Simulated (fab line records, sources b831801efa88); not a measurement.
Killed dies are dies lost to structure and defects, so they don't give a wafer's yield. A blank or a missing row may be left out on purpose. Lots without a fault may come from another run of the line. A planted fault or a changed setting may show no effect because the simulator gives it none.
One fault seen from 2 desks | flow sky130 | each desk has only its own numbers; what lay behind them comes last

THE TOOL OWNER'S DESK: cvd_w-01
The tool's own readings at SKY_VIA4_CVD_18 (deposits W, target thk 505 nm, time 152.14 s): means of the sampled wafers that have a number, for each lot that ran on this tool. A lot is out of limits, marked OUT, if its mean lies more than 4 standard deviations from the usual mean; the brackets give that distance.
Columns: A = heater_power_w at SKY_VIA4_CVD_18, usual 833 W; B = susceptor_temp_C at SKY_VIA4_CVD_18, usual 400.04 C
lot  | first seen here | A   | B
L144 | day 44 07:16    | 864 | 400.27
L146 | day 44 23:50    | 876 | 399.79
L148 | day 45 07:05    | 875 | 400.00
L151 | day 46 02:11    | 862 | 395.52 (-21) OUT
L152 | day 46 10:23    | 834 | 395.26 (-22) OUT
This desk's finding: out of limits on L151, L152; first on L151, day 46 02:11 (susceptor_temp_C at SKY_VIA4_CVD_18). In limits: L144, L146, L148.

THE METROLOGY DESK
What the gauges read, lot by lot, whatever tool the lot ran on: means of the sampled wafers that have a number. A lot is out of limits, marked OUT, if its mean lies more than 4 standard deviations from the usual mean; the brackets give that distance.
Columns: A = VIA4_W_RS at SKY_VIA4_RS_MEAS_19, usual 0.226 ohm/sq; B = VIA4_W_THK at SKY_VIA4_THK_MEAS_20, usual 506 nm
lot  | first seen here | A                | B
L140 | day 42 22:42    | 0.225            | 505
L141 | day 43 07:26    | 0.228            | 504
L142 | day 43 15:26    | 0.224            | 513
L143 | day 44 00:28    | 0.224            | 517
L144 | day 44 07:26    | 0.231            | 497
L145 | day 44 17:49    | 0.225            | 506
L146 | day 44 23:59    | 0.233            | 491
L147 | day 45 06:10    | 0.229            | 497
L148 | day 45 07:14    | 0.230            | 496
L151 | day 46 02:30    | 0.253 (+5.3) OUT | 450 (-4.6) OUT
L152 | day 46 10:34    | 0.248 (+4.2) OUT | 458
L153 | day 46 18:03    | 0.226            | 507
L161 | day 48 11:41    | 0.217            | 527
L162 | day 48 16:15    | 0.216            | 532
This desk's finding: out of limits on L151, L152; first on L151, day 46 02:30 (VIA4_W_RS at SKY_VIA4_RS_MEAS_19). In limits: L140, L141, L142, L143, L144, L145, L146, L147, L148, L153, L161, L162.

PUT TOGETHER
The tool owner's desk could have raised an alarm at day 46 02:11, on L151, L152.
The metrology desk could have raised an alarm at day 46 02:30, on L151, L152.
Of the lots named, all ran SKY_VIA4_CVD_18 on cvd_w-01.

WHAT THE SIMULATOR HAD PUT IN
Process parameter drift: cvd_w-01, from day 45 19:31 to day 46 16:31, at SKY_VIA4_CVD_18. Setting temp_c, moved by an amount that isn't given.
Lots struck among those shown: L151, L152.
Hours from the fault's start to each desk's first reading out of limits: the tool owner's desk, 7; the metrology desk, 7.
